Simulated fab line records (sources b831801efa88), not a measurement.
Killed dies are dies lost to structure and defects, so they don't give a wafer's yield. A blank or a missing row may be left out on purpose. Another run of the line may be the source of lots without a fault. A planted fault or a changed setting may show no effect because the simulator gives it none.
A single fault, viewed from 2 desks    flow gf180mcu    only its own numbers are on each desk; what lay behind them is given at the end

METROLOGY DESK
What the gauges read for every lot (on any tool): the sampled wafers with a number, averaged. Any lot whose mean is over 4 standard deviations away from the usual mean is out of limits and marked OUT; that distance is given in the brackets.
Columns: A = SALICIDE_TIN_RS at GF_SALICIDE_RS_MEAS_04, usual 16.3 ohm/sq; B = V1_CVD_00_THK at GF_V1_THK_MEAS_01, usual 600 nm
lot   first seen here  A     B
L752  day 15 05:29     16.6  595
L753  day 15 07:39     16.6  597
L756  day 16 11:21     16.4  606
L758  day 17 09:07     16.4  601
L757  day 17 10:17     15.9  597
L760  day 18 02:17     16.1  602
L761  day 18 16:16     16.1  605
L762  day 19 02:25     15.8  598
L764  day 19 17:06     16.7  598
L765  day 20 07:41     16.0  593
L766  day 20 09:01     16.5  600
L768  day 21 10:24     16.3  596
L775  day 23 10:27     16.6  609
This desk's verdict: no lot among the 13 shows anything out of limits.

FOR THE TOOL OWNER'S DESK: rie_si-02
The tool's own readings at GF_POLY_GATE_ETCH_13 (etches poly-Si in HBr/Cl2, stops on SiO2, target depth 198.5 nm, time 69.6 s): means of the sampled wafers that have a number, for each lot that ran on this tool. Any lot whose mean is over 4 standard deviations away from the usual mean is out of limits and marked OUT; that distance is given in the brackets.
Columns: A = drypump_motor_current_A at GF_POLY_GATE_ETCH_13, usual 5.80 A; B = oes_product_au at GF_POLY_GATE_ETCH_13, usual 0.990 a.u.; C = run_length_s at GF_POLY_GATE_ETCH_13, usual 98.0 s; D = throttle_valve_pct at GF_POLY_GATE_ETCH_13, usual 33.684 %
lot   first seen here  A     B      C               D
L758  day 10 23:41     5.62  0.977  98.2            33.686
L761  day 12 01:50     5.53  0.984  98.1            33.683
L762  day 12 08:23     5.55  0.987  98.2            33.678
L764  day 13 01:49     5.62  1.003  78.6 (-36) OUT  33.678
L766  day 13 10:13     5.88  1.002  78.9 (-35) OUT  33.686
L768  day 14 03:05     5.58  1.006  78.6 (-36) OUT  33.687
Finding of this desk: L764, L766, L768 out of limits; the first was L764 at day 13 01:49, on run_length_s at GF_POLY_GATE_ETCH_13. L758, L761, L762 stayed within limits.

ALL TOGETHER
At day 13 01:49, on L764, L766, L768, the tool owner's desk was in a position to raise an alarm.
The metrology desk saw nothing out of limits.
The metrology desk holds a record of L764, L766, L768, inside its limits.
All the named lots went through GF_POLY_GATE_ETCH_13 on rie_si-02.

WHAT HAD BEEN PUT IN BY THE SIMULATOR
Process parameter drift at GF_POLY_GATE_ETCH_13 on rie_si-02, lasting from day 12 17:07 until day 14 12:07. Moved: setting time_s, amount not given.
Shown lots that were struck: L764, L766, L768.
How many hours passed from the start of the fault until each desk's first out-of-limits reading: the tool owner's desk, 9.
